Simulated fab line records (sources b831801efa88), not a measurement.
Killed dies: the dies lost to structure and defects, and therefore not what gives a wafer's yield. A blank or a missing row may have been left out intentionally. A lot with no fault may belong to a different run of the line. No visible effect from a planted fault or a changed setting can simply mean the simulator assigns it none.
fab line records -- flow sfqLine
record: lots: 14, wafers: 42, lastDay: 92
route steps=325 shown L0@3
lots that met no fault: taken from a fault-free run of the same line
startH: hours from the record's opening day to when the first of the lot's shown wafers began -- waitH: hours from the lot's prior step to this one -- " the same as in the row above -- L1.1+2: a single row standing in for several wafers -- - no value, or no start was given -- * or withheld: withheld -- < > ~ a bound
route shown NAME@n: names a module that has steps shown in the file, with the first one's number in the route -- usual: mean/standard deviation taken from wafers without a fault -- same: alike in all rows -- chamber/n: place in a boat -- sites: the reading at each site -- _std_site: the values' standard deviation -- _edge_site: inner sites' mean taken away from outer sites' mean -- radiusMm: for every site, how far away it sits from the centre of the wafer -- mask NAME#n: copy n -- behind: the most recent tool/chamber to have shaped the wafer -- hold: why the lot went on hold/how many hours it stayed there/how the hold came to an end -- device: transistor that didn't switch, given as n, p or np -- end of line: at the end of the route, the tests of the same wafers -- a step without rows: its recipe alone -- killed: not the wafer's yield, but the dies lost to structure and defects at the first sort -- map: a wafer's dies, x killed, . not, _ none there
set.NAME: the setting that was run; set.NAME@STEP: the one run at that earlier step -- model.NAME: the simulator's own value behind a step, which no gauge read
route steps across a sampled set of lots; one table per step, one row per wafer
services: a tool's chamber out of use, with start hour (startH, from the record's first day; less than 0 if before it), hours out, and reason
== steps ==
step: SFQ_TRILAYER_L0_DEP_SPUTTER_003
recipe: material: MoNx_KI, basePressurePa: 1.33e-06, targetThkNm: 40, powerW: 800, timeS: 100, chamberPressurePa: 0.4
usual: chamberPressurePa: 0.4000/0.00077, throttleValvePct: 30.3/1.2
lot.wafer,tool,chamber,startH,waitH,chamberPressurePa,throttleValvePct
L811.4,pvdSputter-06,-,12.49,0.0,0.3989,31.6
L811.5,pvdSputter-06,-,12.49,0.0,0.3992,29.6
L811.6,pvdSputter-06,-,12.49,0.0,0.3993,31.5
L812.1,pvdSputter-06,-,17.49,0.0,0.4012,31.3
L812.2,pvdSputter-06,-,17.49,0.0,0.4009,30.2
L812.5,pvdSputter-06,-,17.49,0.0,0.3990,29.4
L814.1,pvdSputter-04,-,27.49,0.0,0.4003,29.8
L814.2,pvdSputter-04,-,27.49,0.0,0.3996,27.1
L814.5,pvdSputter-04,-,27.49,0.0,0.4010,29.7
L815.1,pvdSputter-06,-,32.49,0.0,0.4002,30.1
L815.4,pvdSputter-06,-,32.49,0.0,0.4002,29.3
L815.5,pvdSputter-06,-,32.49,0.0,0.4008,31.8
L816.2,pvdSputter-06,-,37.49,0.0,0.4009,30.3
L816.4,pvdSputter-06,-,37.49,0.0,0.4002,30.6
L816.5,pvdSputter-06,-,37.49,0.0,0.4011,30.8
L817.1,pvdSputter-04,-,42.49,0.0,0.4003,30.0
L817.3,pvdSputter-04,-,42.49,0.0,0.3995,30.0
L817.5,pvdSputter-04,-,42.49,0.0,0.4011,27.3
L820.4,pvdSputter-06,-,57.49,0.0,0.3985,31.3
L820.5,pvdSputter-06,-,57.49,0.0,0.3992,30.2
L820.6,pvdSputter-06,-,57.49,0.0,0.3995,29.5
L821.2,pvdSputter-06,-,62.49,0.0,0.3995,30.7
L821.3,pvdSputter-06,-,62.49,0.0,0.3997,30.4
L821.5,pvdSputter-06,-,62.49,0.0,0.3996,29.5
L824.3,pvdSputter-06,-,77.49,0.0,0.3987,30.5
L824.4,pvdSputter-06,-,77.49,0.0,0.3996,30.8
L824.6,pvdSputter-06,-,77.49,0.0,0.4003,29.1
L827.1,pvdSputter-06,-,92.49,0.0,0.4007,30.2
L827.5,pvdSputter-06,-,92.49,0.0,0.4003,30.4
L827.6,pvdSputter-06,-,92.49,0.0,0.3998,31.6
L831.3,pvdSputter-06,-,112.49,0.0,0.3995,30.1
L831.4,pvdSputter-06,-,112.49,0.0,0.3986,30.9
L831.6,pvdSputter-06,-,112.49,0.0,0.4010,31.7
L832.3,pvdSputter-06,-,117.49,0.0,0.4004,30.6
L832.5,pvdSputter-06,-,117.49,0.0,0.4002,30.8
L832.6,pvdSputter-06,-,117.49,0.0,0.4008,30.0
L833.1,pvdSputter-04,-,122.49,0.0,0.4004,30.0
L833.2,pvdSputter-04,-,122.49,0.0,0.3998,27.1
L833.6,pvdSputter-04,-,122.49,0.0,0.4007,27.2
L834.1,pvdSputter-05,-,127.49,0.0,0.4011,31.4
L834.2,pvdSputter-05,-,127.49,0.0,0.3996,28.1
L834.6,pvdSputter-05,-,127.49,0.0,0.4000,31.3
step: SFQ_L0_RS_MEAS_901
recipe: thkMeasGauge: four-point-probe, reads: MoNx_KI_of_TRILAYER_L0_DEP_SPUTTER_003
usual: L0_MONX_KI_RS: 43.5/0.38
lot.wafer,tool,chamber,startH,waitH,hold,L0_MONX_KI_RS[ohm/sq]
L811.4,filmMetro-04,-,12.62,0.1,-,43.8
L811.5,filmMetro-04,-,12.62,0.1,-,43.3
L811.6,filmMetro-04,-,12.62,0.1,-,43.8
L812.1,filmMetro-04,-,17.56,0.0,-,44.6
L812.2,filmMetro-04,-,17.56,0.0,-,43.8
L812.5,filmMetro-04,-,17.56,0.0,-,43.9
L814.1,filmMetro-02,-,27.56,0.0,-,43.2
L814.2,filmMetro-02,-,27.56,0.0,-,43.4
L814.5,filmMetro-02,-,27.56,0.0,-,43.4
L815.1,filmMetro-03,-,32.56,0.0,-,42.9
L815.4,filmMetro-03,-,32.56,0.0,-,43.3
L815.5,filmMetro-03,-,32.56,0.0,-,44.5
L816.2,filmMetro-02,-,37.58,0.1,-,42.6
L816.4,filmMetro-02,-,37.58,0.1,-,42.9
L816.5,filmMetro-02,-,37.58,0.1,-,43.4
L817.1,filmMetro-02,-,42.56,0.0,-,43.9
L817.3,filmMetro-02,-,42.56,0.0,-,43.4
L817.5,filmMetro-02,-,42.56,0.0,-,43.4
L820.4,filmMetro-03,-,57.62,0.1,-,43.7
L820.5,filmMetro-03,-,57.62,0.1,-,43.2
L820.6,filmMetro-03,-,57.62,0.1,-,43.3
L821.2,filmMetro-02,-,62.58,0.1,-,43.2
L821.3,filmMetro-02,-,62.58,0.1,-,42.7
L821.5,filmMetro-02,-,62.58,0.1,-,43.1
L824.3,filmMetro-02,-,77.60,0.1,-,43.5
L824.4,filmMetro-02,-,77.60,0.1,-,43.3
L824.6,filmMetro-02,-,77.60,0.1,-,43.2
L827.1,filmMetro-04,-,92.56,0.0,-,43.3
L827.5,filmMetro-04,-,92.56,0.0,-,43.4
L827.6,filmMetro-04,-,92.56,0.0,-,43.4
L831.3,filmMetro-04,-,112.60,0.1,awaitDispo/0.2h/release,43.8
L831.4,filmMetro-04,-,112.60,0.1,awaitDispo/0.2h/release,43.7
L831.6,filmMetro-04,-,112.60,0.1,awaitDispo/0.2h/release,29.0
L831.3,filmMetro-04,-,112.89,0.3,-,43.8
L831.4,filmMetro-04,-,112.89,0.3,-,43.6
L831.6,filmMetro-04,-,112.89,0.3,-,29.1
L832.3,filmMetro-03,-,117.60,0.1,awaitDispo/0.2h/release,43.6
L832.5,filmMetro-03,-,117.60,0.1,awaitDispo/0.2h/release,29.0
L832.6,filmMetro-03,-,117.60,0.1,awaitDispo/0.2h/release,29.0
L832.3,filmMetro-03,-,118.21,0.6,-,43.6
L832.5,filmMetro-03,-,118.21,0.6,-,29.0
L832.6,filmMetro-03,-,118.21,0.6,-,29.0
L833.1,filmMetro-04,-,122.56,0.0,-,43.9
L833.2,filmMetro-04,-,122.56,0.0,-,44.1
L833.6,filmMetro-04,-,122.56,0.0,-,44.7
L834.1,filmMetro-03,-,127.56,0.0,-,43.8
L834.2,filmMetro-03,-,127.56,0.0,-,43.5
L834.6,filmMetro-03,-,127.56,0.0,-,43.7
step: SFQ_L0_THK_MEAS_902
recipe: thkMeasGauge: xrf, reads: MoNx_KI_of_TRILAYER_L0_DEP_SPUTTER_003
usual: L0_MONX_KI_THK: 40.3/0.36
lot.wafer,tool,chamber,startH,waitH,hold,L0_MONX_KI_THK[nm]
L811.4,filmMetro-04,-,12.71,0.1,-,40.3
L811.5,filmMetro-04,-,12.71,0.1,-,40.9
L811.6,filmMetro-04,-,12.71,0.1,-,39.9
L812.1,filmMetro-04,-,17.68,0.1,-,39.2
L812.2,filmMetro-04,-,17.68,0.1,-,40.1
L812.5,filmMetro-04,-,17.68,0.1,-,39.7
L814.1,filmMetro-02,-,27.68,0.1,-,40.3
L814.2,filmMetro-02,-,27.68,0.1,-,40.0
L814.5,filmMetro-02,-,27.68,0.1,-,40.4
L815.1,filmMetro-03,-,32.68,0.1,-,41.0
L815.4,filmMetro-03,-,32.68,0.1,-,40.6
L815.5,filmMetro-03,-,32.68,0.1,-,39.3
L816.2,filmMetro-02,-,37.69,0.1,-,41.1
L816.4,filmMetro-02,-,37.69,0.1,-,40.7
L816.5,filmMetro-02,-,37.69,0.1,-,40.6
L817.1,filmMetro-02,-,42.68,0.1,-,40.0
L817.3,filmMetro-02,-,42.68,0.1,-,40.4
L817.5,filmMetro-02,-,42.68,0.1,-,40.4
L820.4,filmMetro-03,-,57.71,0.1,-,40.2
L820.5,filmMetro-03,-,57.71,0.1,-,40.6
L820.6,filmMetro-03,-,57.71,0.1,-,40.4
L821.2,filmMetro-02,-,62.69,0.1,-,40.6
L821.3,filmMetro-02,-,62.69,0.1,-,41.0
L821.5,filmMetro-02,-,62.69,0.1,-,40.6
L824.3,filmMetro-02,-,77.70,0.1,-,40.4
L824.4,filmMetro-02,-,77.70,0.1,-,40.5
L824.6,filmMetro-02,-,77.70,0.1,-,40.3
L827.1,filmMetro-04,-,92.68,0.1,-,40.7
L827.5,filmMetro-04,-,92.68,0.1,-,40.3
L827.6,filmMetro-04,-,92.68,0.1,-,40.7
L831.3,filmMetro-04,-,115.30,2.4,awaitDispo/0.2h/release,40.3
L831.4,filmMetro-04,-,115.30,2.4,awaitDispo/0.2h/release,40.1
L831.6,filmMetro-04,-,115.30,2.4,awaitDispo/0.2h/release,60.5
L831.3,filmMetro-04,-,115.52,0.2,-,40.0
L831.4,filmMetro-04,-,115.52,0.2,-,40.4
L831.6,filmMetro-04,-,115.52,0.2,-,60.6
L832.3,filmMetro-03,-,120.78,2.5,awaitDispo/0.2h/release,40.1
L832.5,filmMetro-03,-,120.78,2.5,awaitDispo/0.2h/release,60.5
L832.6,filmMetro-03,-,120.78,2.5,awaitDispo/0.2h/release,60.2
L832.3,filmMetro-03,-,121.01,0.2,-,40.2
L832.5,filmMetro-03,-,121.01,0.2,-,60.2
L832.6,filmMetro-03,-,121.01,0.2,-,60.4
L833.1,filmMetro-04,-,122.68,0.1,-,40.2
L833.2,filmMetro-04,-,122.68,0.1,-,39.9
L833.6,filmMetro-04,-,122.68,0.1,-,39.4
L834.1,filmMetro-03,-,127.68,0.1,-,40.0
L834.2,filmMetro-03,-,127.68,0.1,-,40.4
L834.6,filmMetro-03,-,127.68,0.1,-,40.1
step: SFQ_TRILAYER_L0_ETCH_METAL_ETCH_008
recipe: target: MoNx_KI, stopOn: SiO2, maskMaterial: PR, chemistry: SF6/O2, targetDepthNm: 50, icpW: 600, biasW: 80, pressureMtorr: 10, timeS: 25
usual: chamberPressureMTorr: 9.999/0.0088, drypumpMotorCurrentA: 5.5/0.31, oesProductAu: 0.874/0.006
lot.wafer,tool,chamber,startH,waitH,chamberPressureMTorr,drypumpMotorCurrentA,oesProductAu,rfHoursCounterH
L811.4,rieMetal-03,1,73.84,0.0,9.990,5.2,0.869,-
L811.5,rieMetal-03,0,73.84,0.0,10.004,5.9,0.882,-
L811.6,rieMetal-03,1,73.84,0.0,9.986,5.1,0.873,-
L812.1,rieMetal-03,0,79.83,0.0,10.014,5.9,0.867,23
L812.2,rieMetal-03,1,79.83,0.0,9.994,5.2,0.870,2
L812.5,rieMetal-03,1,79.83,0.0,9.978,5.1,0.872,-
L814.1,rieMetal-03,1,94.23,0.0,10.005,5.1,0.874,4
L814.2,rieMetal-03,0,94.23,0.0,9.998,5.9,0.871,25
L814.5,rieMetal-03,1,94.23,0.0,9.999,5.2,0.876,-
L815.1,rieMetal-03,1,99.03,0.0,9.996,5.1,0.882,5
L815.4,rieMetal-03,0,99.03,0.0,9.993,5.9,0.875,-
L815.5,rieMetal-03,0,99.03,0.0,9.997,5.9,0.867,-
L816.2,rieMetal-03,0,103.83,0.0,9.998,5.9,0.887,26
L816.4,rieMetal-03,1,103.83,0.0,10.003,5.1,0.881,-
L816.5,rieMetal-03,0,103.83,0.0,10.006,5.9,0.873,-
L817.1,rieMetal-01,1,112.23,0.0,10.012,6.0,0.864,168
L817.3,rieMetal-01,0,112.23,0.0,10.006,5.3,0.876,-
L817.5,rieMetal-01,1,112.23,0.0,10.017,6.0,0.872,-
L820.4,rieMetal-01,1,132.62,0.0,9.981,6.0,0.870,-
L820.5,rieMetal-01,1,132.62,0.0,10.003,6.0,0.872,-
L820.6,rieMetal-01,0,132.62,0.0,10.002,5.3,0.879,-
L821.2,rieMetal-03,0,141.01,0.0,10.005,5.9,0.885,33
L821.3,rieMetal-03,1,141.01,0.0,9.997,5.2,0.884,-
L821.5,rieMetal-03,1,141.01,0.0,10.020,5.2,0.879,-
L824.3,rieMetal-04,0,162.55,0.0,10.003,5.4,0.876,-
L824.4,rieMetal-04,1,162.55,0.0,10.010,5.5,0.878,-
L824.6,rieMetal-04,1,162.55,0.0,10.001,5.5,0.883,-
L827.1,rieMetal-04,0,182.93,0.0,9.994,5.4,0.880,100
L827.5,rieMetal-04,1,182.93,0.0,10.001,5.5,0.874,-
L827.6,rieMetal-04,0,182.93,0.0,10.008,5.4,0.874,-
L831.3,rieMetal-04,1,204.65,0.0,9.999,5.4,0.867,-
L831.4,rieMetal-04,0,204.65,0.0,10.012,5.4,0.872,-
L831.6,rieMetal-04,0,204.65,0.0,9.987,5.4,1.005,-
L832.3,rieMetal-04,1,209.45,0.0,9.996,5.5,0.865,-
L832.5,rieMetal-04,1,209.45,0.0,9.988,5.5,1.009,-
L832.6,rieMetal-04,0,209.45,0.0,9.999,5.4,1.010,-
L833.1,rieMetal-03,1,216.63,0.0,10.002,5.2,0.866,27
L833.2,rieMetal-03,0,216.63,0.0,9.992,5.9,0.873,48
L833.6,rieMetal-03,0,216.63,0.0,9.997,5.9,0.870,-
L834.1,rieMetal-03,1,222.69,0.1,9.984,5.1,0.871,28
L834.2,rieMetal-03,1,222.69,0.1,10.011,5.1,0.871,-
L834.6,rieMetal-03,1,222.69,0.1,9.997,5.2,0.872,-
== services ==
tool,chamber,startH,hours,kind
pvdSputter-05,-,0.72,1.2,repair
pvdSputter-05,-,10.79,1.7,repair
rieMetal-01,1,26.45,14.2,repair
rieMetal-01,0,31.29,19.3,repair
pvdSputter-04,-,47.71,5.0,repair
rieMetal-03,1,51.18,-,clean
rieMetal-03,1,51.18,-,consumableReplace:focusRing
rieMetal-03,1,51.18,15.7,scheduledDown
rieMetal-03,1,51.18,15.7,ventCycle
pvdSputter-05,-,102.09,0.8,repair
pvdSputter-04,-,105.46,13.3,repair
rieMetal-04,1,114.57,9.9,repair
rieMetal-04,0,138.44,10.4,repair
rieMetal-03,0,143.24,1.1,repair
rieMetal-01,0,158.80,15.6,repair
rieMetal-03,-,170.82,1.0,repair
pvdSputter-06,1,183.99,-,consumableReplace:kit
pvdSputter-06,1,183.99,18.0,scheduledDown
pvdSputter-06,1,183.99,18.0,ventCycle
rieMetal-04,-,200.26,0.3,repair
rieMetal-03,0,220.16,9.1,repair
== key ==
firstSign: step: SFQ_L0_RS_MEAS_901, reading: visit, direction: added
effect: step: SFQ_L0_RS_MEAS_901, reading: L0_MONX_KI_RS, direction: down, sigmas: 38, usual: 43.5, struck: 29.0
effect: step: SFQ_L0_THK_MEAS_902, reading: visit, direction: added
effect: step: SFQ_L0_THK_MEAS_902, reading: L0_MONX_KI_THK, direction: up, sigmas: 56, usual: 40.3, struck: 60.4
effect: step: SFQ_TRILAYER_L0_ETCH_METAL_ETCH_008, reading: oesProductAu, direction: up, sigmas: 22, usual: 0.874, struck: 1.008
metAt SFQ_TRILAYER_L0_DEP_SPUTTER_003
struckLots L831,L832
struckWafers L831.6,L832.5,L832.6
onsetBetween 92.49 112.49
fault: kind: processParameterDrift, tool: pvdSputter-06, chamber: -, onsetH: 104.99, steps: SFQ_TRILAYER_L0_DEP_SPUTTER_003, channel: targetThkNm, offset: 20.079, shape: step, endH: 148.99, scope: struckWafersOnly, actsIn: theseRecipesOnly, stated: 40
